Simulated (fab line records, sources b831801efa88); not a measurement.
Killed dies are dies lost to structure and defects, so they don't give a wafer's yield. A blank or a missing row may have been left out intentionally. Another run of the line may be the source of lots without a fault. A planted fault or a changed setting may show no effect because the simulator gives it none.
Chamber matching    flow gf180mcu    GF_V2_CMP_26 on cmp-02: 4 sister chambers
The step polishes, stops on SiO2, t overpolish 15 s, target thk 0 nm. 8 wafers are shown with their chamber, then 7 later ones without.

WAFERS WITH THEIR CHAMBER
wafer   chamber  motor_current_A (A)  time_to_endpoint_s (s)
L520.1  2        11.4                 82
L525.4  0        10.5                 91
L525.6  1        11.3                 96
L524.2  3        10.2                 85
L524.3  2        10.9                 84
L524.4  0        10.9                 89
L536.1  3        10.3                 82
L536.2  1        12.2                 93

WAFERS MISSING THEIR CHAMBER
wafer   motor_current_A (A)  time_to_endpoint_s (s)
L536.6  10.2                 83
L537.1  9.7                  89
L537.2  12.1                 93
L537.4  11.3                 82
L540.1  10.2                 86
L540.4  11.6                 89
L540.5  9.9                  85

WHICH CHAMBER EACH WENT THROUGH
wafer   from the rows above           in truth
L536.6  3                             3
L537.1  can't be placed: 0 or 3       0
L537.2  1                             1
L537.4  2                             2
L540.1  can't be placed: 3 or 0 or 2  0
L540.4  can't be placed: 0 or 1 or 2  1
L540.5  3                             3
Correct placement for 4 of the 7. Cannot be placed on the basis of these rows: 3; the candidates contain the true chamber in 3. Placed wrongly: 0.
How it was worked out, from the rows above alone: a wafer's distance from a chamber is the root of the sum, over the readings, of the square of ((its reading less the chamber's mean) divided by the reading's scatter). If the next closest chamber is less than 2 further off than the closest, the wafer can't be placed; otherwise it belongs to the closest. A chamber's mean is the mean of its shown wafers. The scatter is the square root of a quotient: the sum, over the shown wafers, of each reading's squared deviation from its chamber's mean, divided by wafers minus chambers.
